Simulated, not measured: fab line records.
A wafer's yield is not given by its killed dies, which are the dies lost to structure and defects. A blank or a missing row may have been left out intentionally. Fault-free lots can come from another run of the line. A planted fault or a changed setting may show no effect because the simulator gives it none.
8D (eight disciplines) problem report, filled in by code || flow sky130 || the parts of the form that need people (team, actions taken, sign-off) are left out

1. THE ISSUE
Wafers without a fault read 147.0 s, standard deviation 0.42; run-length-s at SKY_POLY_GATE_ETCH_15 reads a mean of 170.0 s on 3 wafers belonging to 2 lots. That puts it +55 standard deviations away from the usual mean.
The step: etches BARC in N2/H2, stops on SiO2, time 118.5 s, target depth 110 nm.
First seen on wafer L552.2, day 20 03:20, on rie-diel-01. Wafers with a number at this step in the record: 31, from 11 lots. Rule for "out" (also "out of limits"): further than 4 standard deviations from the usual mean. The rest of the wafers with a number are treated as sound.

2. WHAT IT IS; WHAT IT IS NOT
{"question": "which readings at this step", "is": "run-length-s, oes-product-au", "is not": "bias-w, drypump-motor-current-A, rf-fwd-power-W, throttle-valve-pct"}
{"question": "which lots", "is": "L552, L553", "is not": "L543, L544, L547, L548, L560, L561, L562, L563, L565"}
{"question": "which wafers of those lots", "is": "L552.2, L553.2, L553.5", "is not": "L552.6"}
{"question": "read on which tools", "is": "rie-diel-01", "is not": "rie-diel-02, rie-diel-04"}
{"question": "when", "is": "from day 20 03:20", "is not": "up to then (13 sound wafers); but 15 sound wafers of L560, L561, L562, L563, L565 came after"}

3. SUSPECTS, AND WHAT RULES EACH OUT
Counting: any tool at a process step up to the reading remains a suspect provided it ran every lot that is out. Sound lots after the first of them don't rule it out here, since some wafers of a struck lot are sound.
- rie-diel-01 at SKY_POLY_GATE_ETCH_15 (etches BARC in N2/H2, stops on SiO2, time 118.5 s, target depth 110 nm): kept. It processed each lot that is out (first: L552, day 20 03:20); up to then, its last sound lot is L548 (day 18 14:40). Its own oes-product-au, run-length-s readings are out on those wafers.
The count leaves rie-diel-01 at SKY_POLY_GATE_ETCH_15.

4. THE CAUSE (what the simulator had put in)
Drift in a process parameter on rie-diel-01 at SKY_POLY_GATE_ETCH_15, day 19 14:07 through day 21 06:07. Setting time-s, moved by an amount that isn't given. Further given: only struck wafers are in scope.
After counting, this tool was the only one left.

5. THE EFFECT CHAIN, in route order
Each row: a reading where the mean over the struck wafers with a number is more than 3 standard deviations away from the usual. Readings are gone through only where the record gives a usual standard deviation; hours: the median, over the lots, of the time from a lot's start at the first step in this table giving one to that lot's start at this step; sigmas: the change measured in usual standard deviations.
{"hours": 0, "step": "SKY_POLY_GATE_ETCH_15", "reading": "oes-product-au", "usual": "0.716 a.u.", "on struck wafers": 0.659, "change": -0.057, "sigmas": -12}
{"hours": 0, "step": "SKY_POLY_GATE_ETCH_15", "reading": "run-length-s", "usual": "147.0 s", "on struck wafers": 170.0, "change": "+23.0", "sigmas": "+55"}
{"hours": 0, "step": "SKY_POLY_GATE_STRIP_18", "reading": "strip-time-to-endpoint-s", "usual": "3.160 s", "on struck wafers": 2.976, "change": -0.184, "sigmas": -6.1}
Its process steps:
- SKY_POLY_GATE_ETCH_15: etches BARC in N2/H2, stops on SiO2, time 118.5 s, target depth 110 nm.
- SKY_POLY_GATE_STRIP_18: strips in O2/N2.
Later measuring or inspecting steps at which every struck wafer that the step has a row for has a number for every such reading, and none has moved that far: SKY_POLY_GATE_THK_MEAS_21, SKY_LDD_LDN_OVL_MEAS_07.

6. HOW IT WOULD HAVE BEEN CAUGHT EARLIER
13 hours passed between the start of the fault at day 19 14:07 and the first reading out of limits in this record, taken at day 20 03:20.
